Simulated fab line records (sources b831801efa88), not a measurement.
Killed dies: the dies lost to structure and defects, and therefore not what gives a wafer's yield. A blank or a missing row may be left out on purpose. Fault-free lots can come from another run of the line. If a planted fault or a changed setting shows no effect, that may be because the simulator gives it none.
fab line records | flow gf180mcu
record: lots: 13 wafers: 39 last-day: 34
route steps=602 shown M3@411 V3@431
lots that met no fault: from a run of the same line without faults
start-h: hours from the record's first day to the start of the lot's first wafer shown | wait-h: time in hours since the lot's previous step | " the same as in the row above | L1.1+2: a row that stands for several wafers | - value missing, or start not given | * or withheld: withheld | < > ~ a bound
route shown NAME@n: a module of which the file shows steps, and the number in the route of the first | usual: average and standard deviation across the fault-free wafers | same: alike in all rows | chamber/n: place in a boat | sites: per-site readings | _std_site: the values' standard deviation | _edge_site: mean of outer sites minus mean of inner sites | radius-mm: how far each site lies from the wafer's centre | mask NAME#n: copy n | behind: the most recent tool/chamber to have shaped the wafer | hold: cause of the lot's hold/its duration in hours/its outcome | device: whichever transistor did not switch (one of n, p or np) | end of line: the tests these same wafers got at the end of their route | a step with no rows: only its recipe | killed: count of dies lost to structure and defects at first sort (not the wafer's yield) | map: the dies of a wafer, with x for killed, . for not killed, _ for no die there
set.NAME: the run value of the setting; set.NAME@STEP: its run value at that earlier step | model.NAME: the simulator's own value behind a step, which no gauge read
the route's steps for a sample of lots (tables are steps, rows are wafers)
services: from which hour (start-h, from the record's first day; less than 0 if before it) a tool's chamber was out of use, for how many hours, and why
== steps ==
step: GF_M3_SPUTTER_02
recipe: material: AlCu target-thk-nm: 450 power-w: 10600 time-s: 23.9 chamber-pressure-pa: 0.4
usual: throttle-valve-pct: 30.3/0.65
columns lot.wafer tool chamber start-h wait-h throttle-valve-pct
L483.1 pvd-sputter-01 - 480.04 0.0 30.3
L483.3 " - " " 30.4
L483.5 " - " " 30.2
L484.1 pvd-sputter-04 - 484.04 0.0 29.9
L484.4 " - " " 30.0
L484.6 " - " " 30.1
L485.1 pvd-sputter-04 - 490.29 0.0 29.8
L485.3 " - " " 29.9
L485.4 " - " " 30.6
L487.3 pvd-sputter-04 - 510.51 0.0 29.8
L487.5 " - " " 30.2
L487.6 " - " " 29.9
L490.3 pvd-sputter-03 - 536.94 0.0 29.8
L490.4 " - " " 30.8
L490.5 " - " " 30.4
L497.3 pvd-sputter-04 - 604.74 0.0 30.3
L497.4 " - " " 30.0
L497.6 " - " " 30.1
L499.2 pvd-sputter-03 - 608.31 0.0 30.6
L499.4 " - " " 30.3
L499.5 " - " " 30.1
L500.1 pvd-sputter-04 - 622.41 0.0 29.9
L500.2 " - " " 30.4
L500.3 " - " " 30.6
L502.1 pvd-sputter-01 - 629.67 0.0 32.1
L502.2 " - " " 30.2
L502.3 " - " " 29.0
L501.1 pvd-sputter-03 - 630.16 0.0 30.3
L501.2 " - " " 30.8
L501.6 " - " " 30.3
L503.1 pvd-sputter-03 - 633.87 0.0 29.9
L503.4 " - " " 29.2
L503.6 " - " " 30.9
L504.1 pvd-sputter-04 - 647.12 0.0 30.3
L504.2 " - " " 29.9
L504.3 " - " " 30.4
L505.1 pvd-sputter-04 - 651.11 0.0 30.4
L505.3 " - " " 30.6
L505.4 " - " " 30.1
step: GF_M3_CD_MEAS_14
recipe: target-cd-nm: 280
usual: cd-nm: 280.2/1.4
columns lot.wafer tool chamber start-h wait-h cd-nm
L483.1 cd-sem-02 - 503.49 0.2 279.7
L483.3 " - " " 279.2
L483.5 " - " " 278.6
L484.1 cd-sem-01 - 507.87 0.1 280.8
L484.4 " - " " 280.7
L484.6 " - " " 281.1
L485.1 cd-sem-02 - 513.37 0.1 278.4
L485.3 " - " " 278.4
L485.4 " - " " 278.1
L487.3 cd-sem-02 - 533.56 0.1 277.9
L487.5 " - " " 276.8
L487.6 " - " " 277.7
L490.3 cd-sem-01 - 559.41 0.1 279.5
L490.4 " - " " 280.7
L490.5 " - " " 280.5
L497.3 cd-sem-01 - 625.51 0.1 281.2
L497.4 " - " " 283.6
L497.6 " - " " 281.3
L499.2 cd-sem-02 - 628.84 0.1 277.1
L499.4 " - " " 277.6
L499.5 " - " " 279.2
L500.1 cd-sem-02 - 642.52 0.1 280.0
L500.2 " - " " 280.4
L500.3 " - " " 280.4
L502.1 cd-sem-02 - 649.82 0.1 281.8
L502.2 " - " " 282.4
L502.3 " - " " 283.2
L501.1 cd-sem-01 - 650.52 0.1 280.5
L501.2 " - " " 281.2
L501.6 " - " " 281.0
L503.1 cd-sem-02 - 653.92 0.1 280.1
L503.4 " - " " 281.3
L503.6 " - " " 280.4
L504.1 cd-sem-02 - 665.22 0.1 280.8
L504.2 " - " " 279.1
L504.3 " - " " 279.8
L505.1 cd-sem-01 - 670.27 0.1 279.6
L505.3 " - " " 280.7
L505.4 " - " " 281.2
step: GF_M3_METAL_ETCH_16
recipe: chemistry: Cl2/BCl3 mask-material: KrF target-depth-nm: 627.5 stop-on: SiO2 pressure-mtorr: 8 icp-w: 800 bias-w: 140 Cl2_flow_sccm: 80 bcl3-flow-sccm: 40 time-s: 104.6
usual: drypump-motor-current-A: 5.59/0.19 oes-product-au: 0.974/0.0058 run-length-s: 132.7/0.34 throttle-valve-pct: 28.247/0.0093
columns lot.wafer tool chamber start-h wait-h drypump-motor-current-A oes-product-au rf-hours-counter-h run-length-s throttle-valve-pct
L483.1 rie-metal-04 1 503.65 0.0 5.20 0.982 10 132.2 28.239
L483.3 " 1 " " 5.21 0.975 - 132.1 28.242
L483.5 " 0 " " 5.83 0.973 - 132.5 28.234
L484.1 rie-metal-02 1 508.03 0.0 5.63 0.974 13 132.8 28.239
L484.4 " 0 " " 5.66 0.979 - 132.7 28.235
L484.6 " 1 " " 5.65 0.973 - 133.3 28.264
L485.1 rie-metal-02 0 513.53 0.0 5.63 0.960 4 132.4 28.246
L485.3 " 0 " " 5.63 0.966 - 132.6 28.264
L485.4 " 0 " " 5.61 0.964 - 132.8 28.243
L487.3 rie-metal-02 1 533.75 0.1 5.64 1.003 - 121.2 28.220
L487.5 " 1 " " 5.65 1.018 - 121.8 28.218
L487.6 " 0 " " 5.66 0.981 - 132.9 28.252
L490.3 rie-metal-01 0 559.56 0.1 5.42 0.978 - 132.5 28.244
L490.4 " 1 " " 5.73 0.971 - 132.9 28.248
L490.5 " 0 " " 5.41 0.977 - 132.6 28.256
L497.3 rie-metal-02 0 625.66 0.1 5.65 0.965 - 132.7 28.251
L497.4 " 1 " " 5.65 0.973 - 133.0 28.257
L497.6 " 0 " " 5.65 0.972 - 132.5 28.251
L499.2 rie-metal-01 1 628.98 0.0 5.76 0.968 12 133.1 28.254
L499.4 " 1 " " 5.76 0.958 - 133.3 28.257
L499.5 " 0 " " 5.39 0.971 - 133.1 28.255
L500.1 rie-metal-04 0 642.68 0.0 5.82 0.978 7 132.4 28.243
L500.2 " 1 " " 5.22 0.969 1 131.9 28.265
L500.3 " 0 " " 5.79 0.972 - 132.5 28.246
L502.1 rie-metal-02 0 649.98 0.0 5.65 0.958 8 132.9 28.256
L502.2 " 1 " " 5.65 0.974 4 132.7 28.258
L502.3 " 0 " " 5.66 0.970 - 132.4 28.234
L501.1 rie-metal-04 1 650.68 0.0 5.20 0.972 1 132.0 28.250
L501.2 " 0 " " 5.83 0.975 8 132.7 28.252
L501.6 " 0 " " 5.82 0.962 - 132.7 28.244
L503.1 rie-metal-02 0 654.08 0.0 5.64 0.969 8 132.8 28.253
L503.4 " 0 " " 5.65 0.970 - 132.5 28.252
L503.6 " 1 " " 5.64 0.975 - 132.7 28.247
L504.1 rie-metal-02 0 665.38 0.0 5.61 0.985 8 133.2 28.248
L504.2 " 1 " " 5.66 0.976 4 133.1 28.233
L504.3 " 1 " " 5.66 0.984 - 132.8 28.249
L505.1 rie-metal-01 0 670.42 0.0 5.43 0.974 12 132.8 28.241
L505.3 " 0 " " 5.43 0.974 - 132.9 28.249
L505.4 " 1 " " 5.74 0.973 - 133.0 28.238
step: GF_M3_STRIP_17
recipe: chemistry: O2/N2 power-w: 1400 pressure-mtorr: 1500 platen-temp-c: 250 o2-flow-sccm: 3000 n2-flow-sccm: 300 overash-fraction: 0.5
usual: drypump-motor-current-A: 6.1/0.46 heater-power-w: 335/17 oes-product-au: 0.557/0.0045 platen-temp-c: 249.97/0.19 strip-time-to-endpoint-s: 7.86/0.032
columns lot.wafer tool chamber start-h wait-h drypump-motor-current-A heater-power-w oes-product-au platen-temp-c rf-hours-counter-h strip-time-to-endpoint-s
L483.1 plasma-asher-04 0 503.76 0.1 6.3 330 0.555 249.98 7 7.81
L483.3 " 0 " " 6.3 321 0.555 250.04 - 7.84
L483.5 " 0 " " 6.3 333 0.559 250.02 - 7.87
L484.1 plasma-asher-03 1 508.14 0.1 5.5 328 0.558 249.96 77 7.89
L484.4 " 1 " " 5.5 317 0.558 249.70 - 7.87
L484.6 " 0 " " 5.5 309 0.558 249.70 - 7.90
L485.1 plasma-asher-01 0 513.75 0.2 6.6 323 0.552 249.60 43 7.80
L485.3 " 1 " " 6.2 337 0.560 250.02 - 7.79
L485.4 " 0 " " 6.6 333 0.559 250.07 - 7.84
L487.3 plasma-asher-04 1 533.86 0.1 6.6 368 0.564 250.43 - 8.11
L487.5 " 0 " " 6.3 329 0.568 250.00 - 8.07
L487.6 " 1 " " 6.6 361 0.557 249.92 - 7.82
L490.3 plasma-asher-01 0 559.67 0.1 6.6 341 0.560 250.10 - 7.86
L490.4 " 1 " " 6.2 343 0.566 250.26 - 7.87
L490.5 " 1 " " 6.2 339 0.554 249.97 - 7.88
L497.3 plasma-asher-03 1 625.77 0.1 5.5 319 0.560 249.90 - 7.88
L497.4 " 0 " " 5.4 309 0.554 250.13 - 7.87
L497.6 " 0 " " 5.5 313 0.561 249.65 - 7.87
L499.2 plasma-asher-04 1 629.09 0.1 6.6 364 0.560 249.79 21 7.84
L499.4 " 0 " " 6.3 329 0.552 249.91 - 7.83
L499.5 " 1 " " 6.6 361 0.565 249.83 - 7.89
L500.1 plasma-asher-04 0 642.79 0.1 6.3 335 0.556 250.22 22 7.82
L500.2 " 1 " " 6.6 363 0.554 250.08 22 7.80
L500.3 " 1 " " 6.6 365 0.552 249.94 - 7.83
L502.1 plasma-asher-03 1 650.09 0.1 5.5 319 0.553 249.94 94 7.90
L502.2 " 0 " " 5.5 308 0.565 249.69 94 7.88
L502.3 " 0 " " 5.5 315 0.562 249.94 - 7.91
L501.1 plasma-asher-04 0 650.79 0.1 6.3 335 0.551 249.84 24 7.88
L501.2 " 1 " " 6.6 363 0.564 250.14 24 7.87
L501.6 " 0 " " 6.3 331 0.566 249.92 - 7.90
L503.1 plasma-asher-04 1 654.19 0.1 6.6 367 0.564 250.08 24 7.86
L503.4 " 1 " " 6.6 366 0.557 250.06 - 7.85
L503.6 " 1 " " 6.6 364 0.557 250.03 - 7.87
L504.1 plasma-asher-03 0 665.49 0.1 5.5 322 0.551 249.87 96 7.87
L504.2 " 1 " " 5.5 323 0.552 250.17 96 7.83
L504.3 " 0 " " 5.5 320 0.557 249.75 - 7.85
L505.1 plasma-asher-01 0 670.54 0.1 6.6 334 0.559 249.70 58 7.82
L505.3 " 0 " " 6.6 341 0.556 250.20 - 7.88
L505.4 " 1 " " 6.2 348 0.553 249.60 - 7.80
step: GF_V3_CVD_02
recipe: material: SiO2 target-thk-nm: 850 precursor: TEOS temp-c: 400 time-s: 94.851 rf-w: 600
usual: heater-power-w: 689/94
columns lot.wafer tool chamber start-h wait-h heater-power-w
L483.1 pecvd-02 1 504.45 0.1 653
L483.3 " 0 " " 739
L483.5 " 1 " " 554
L484.1 pecvd-04 0 508.80 0.1 745
L484.4 " 2 " " 706
L484.6 " 1 " " 503
L485.1 pecvd-04 0 514.42 0.1 782
L485.3 " 1 " " 617
L485.4 " 0 " " 635
L487.3 pecvd-04 2 534.57 0.0 724
L487.5 " 1 " " 626
L487.6 " 0 " " 733
L490.3 pecvd-04 2 560.34 0.0 680
L490.4 " 0 " " 753
L490.5 " 2 " " 729
L497.3 pecvd-04 0 626.42 0.0 754
L497.4 " 0 " " 790
L497.6 " 1 " " 586
L499.2 pecvd-03 2 629.82 0.0 731
L499.4 " 1 " " 667
L499.5 " 2 " " 574
L500.1 pecvd-02 1 643.47 0.1 682
L500.2 " 0 " " 915
L500.3 " 2 " " 596
L502.1 pecvd-02 2 650.79 0.1 651
L502.2 " 0 " " 861
L502.3 " 1 " " 677
L501.1 pecvd-04 0 651.53 0.1 768
L501.2 " 1 " " 627
L501.6 " 2 " " 701
L503.1 pecvd-03 2 654.89 0.1 647
L503.4 " 1 " " 691
L503.6 " 0 " " 663
L504.1 pecvd-04 2 666.16 0.1 748
L504.2 " 0 " " 774
L504.3 " 1 " " 612
L505.1 pecvd-04 0 671.20 0.1 751
L505.3 " 2 " " 609
L505.4 " 2 " " 693
== services ==
columns tool chamber start-h hours kind
pecvd-04 - 499.79 2.8 pm
pvd-sputter-04 - 500.69 0.9 repair
rie-metal-02 1 513.22 - clean
rie-metal-02 1 513.22 17.3 scheduled-down
rie-metal-02 1 513.22 17.3 vent-cycle
plasma-asher-01 - 528.53 1.3 repair
plasma-asher-01 - 534.51 2.8 pm
pvd-sputter-01 - 536.18 1.1 repair
pvd-sputter-01 - 543.70 4.9 repair
pvd-sputter-04 1 554.85 - consumable-replace:kit
pvd-sputter-04 1 554.85 18.0 scheduled-down
pvd-sputter-04 1 554.85 18.0 vent-cycle
rie-metal-04 1 573.91 1.1 repair
plasma-asher-01 - 576.22 1.0 repair
pvd-sputter-01 - 581.14 27.6 repair
pecvd-02 0 590.68 22.2 repair
pecvd-03 - 591.12 14.0 pm
plasma-asher-01 - 601.26 0.9 repair
rie-metal-02 0 617.63 1.5 repair
pecvd-02 - 630.09 1.1 repair
plasma-asher-01 - 643.54 19.6 repair
pvd-sputter-01 - 644.27 8.1 repair
plasma-asher-01 - 653.60 12.7 repair
pecvd-04 - 658.23 1.1 repair
== key ==
first-sign: step: GF_M3_METAL_ETCH_16 reading: run-length-s direction: down sigmas: 33 usual: * struck: *
effect: step: GF_M3_METAL_ETCH_16 reading: oes-product-au direction: up sigmas: 6.3 usual: 0.974 struck: 1.011
effect: step: GF_M3_STRIP_17 reading: strip-time-to-endpoint-s direction: up sigmas: 7.4 usual: * struck: *
met-at GF_M3_METAL_ETCH_16
struck-lots L487
struck-wafers L487.3,L487.5
sort-left-out L487.3,L487.5
not-acting-at GF_M3_SPUTTER_02,GF_M3_CD_MEAS_14,GF_V3_CVD_02
onset-between 508.03 533.75
fault: kind: process-parameter-drift tool: rie-metal-02 chamber: 1 onset-h: 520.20 steps: GF_M3_METAL_ETCH_16 channel: time-s offset: * shape: step end-h: 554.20 acts-in: * stated: *
sort-left-out: the simulated sort isn't trusted on such a fault, so these wafers' sort isn't shown, and their yield isn't known
